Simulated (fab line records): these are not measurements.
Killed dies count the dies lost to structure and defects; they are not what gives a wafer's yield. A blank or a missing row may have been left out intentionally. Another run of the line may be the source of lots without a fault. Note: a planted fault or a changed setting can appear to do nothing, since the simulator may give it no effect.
Matching of chambers | flow sky130 | 4 sister chambers for SKY_POLY_GATE_ETCH_17 on rieSi-02
The step etches poly-Si in HBr/Cl2, stops on SiO2, target depth 180 nm, time 70.5 s. 14 wafers are shown with their chamber, then 7 later ones without.

== WAFERS, EACH WITH ITS CHAMBER ==
wafer  | chamber | drypumpMotorCurrentA (A) | runLengthS (s) | oesProductAu (a.u.)
L199.1 | 0       | 6.2                      | 98.9           | 1.001
L199.2 | 2       | 4.9                      | 98.0           | 0.998
L199.4 | 1       | 6.4                      | 99.6           | 0.983
L201.1 | 3       | 5.5                      | 98.6           | 0.990
L201.2 | 1       | 6.4                      | 99.5           | 0.990
L201.5 | 1       | 6.4                      | 98.9           | 0.979
L203.1 | 1       | 6.4                      | 98.9           | 0.976
L203.5 | 3       | 5.4                      | 98.6           | 0.987
L203.6 | 0       | 6.2                      | 98.6           | 1.006
L205.1 | 2       | 4.9                      | 98.2           | 0.995
L205.4 | 1       | 6.4                      | 99.2           | 0.993
L205.5 | 3       | 5.4                      | 98.5           | 0.998
L207.1 | 2       | 4.8                      | 98.0           | 0.992
L207.3 | 1       | 6.4                      | 99.1           | 0.978

SIGNATURES (means of the wafers above)
reading              | chamber 0 | chamber 1 | chamber 2 | chamber 3 | scatter within a chamber
drypumpMotorCurrentA | 6.200     | 6.400     | 4.867     | 5.433     | 0.0365
runLengthS           | 98.750    | 99.200    | 98.067    | 98.567    | 0.228
oesProductAu         | 1.00350   | 0.98317   | 0.99500   | 0.99167   | 0.00578
Rule: for a wafer and a chamber, the distance is found by dividing, reading by reading, the gap between the wafer's reading and the chamber's mean by the reading's scatter, squaring, summing and taking the root. If the next closest chamber is less than 2 further off than the closest, the wafer can't be placed; otherwise it belongs to the closest. The scatter: the root of (the sum of the squares of (reading less its chamber's mean) over the shown wafers, divided by (wafers less chambers)).

== WAFERS MISSING THEIR CHAMBER ==
wafer  | drypumpMotorCurrentA (A) | runLengthS (s) | oesProductAu (a.u.)
L207.4 | 6.2                      | 98.7           | 0.987
L215.2 | 6.2                      | 98.6           | 0.989
L215.3 | 5.4                      | 98.3           | 0.982
L215.6 | 5.4                      | 98.3           | 0.986
L217.4 | 6.4                      | 99.3           | 0.976
L217.5 | 6.4                      | 99.0           | 0.978
L217.6 | 6.2                      | 99.5           | 0.988

== EACH ONE'S CHAMBER ==
wafer  | from the rows above     | in truth
L207.4 | 0                       | 0
L215.2 | 0                       | 0
L215.3 | 3                       | 3
L215.6 | 3                       | 3
L217.4 | 1                       | 1
L217.5 | 1                       | 1
L217.6 | can't be placed: 0 or 1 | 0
Placed correctly: 6 of 7. Cannot be placed on the basis of these rows: 1; the candidates contain the true chamber in 1. Wrongly placed: 0.
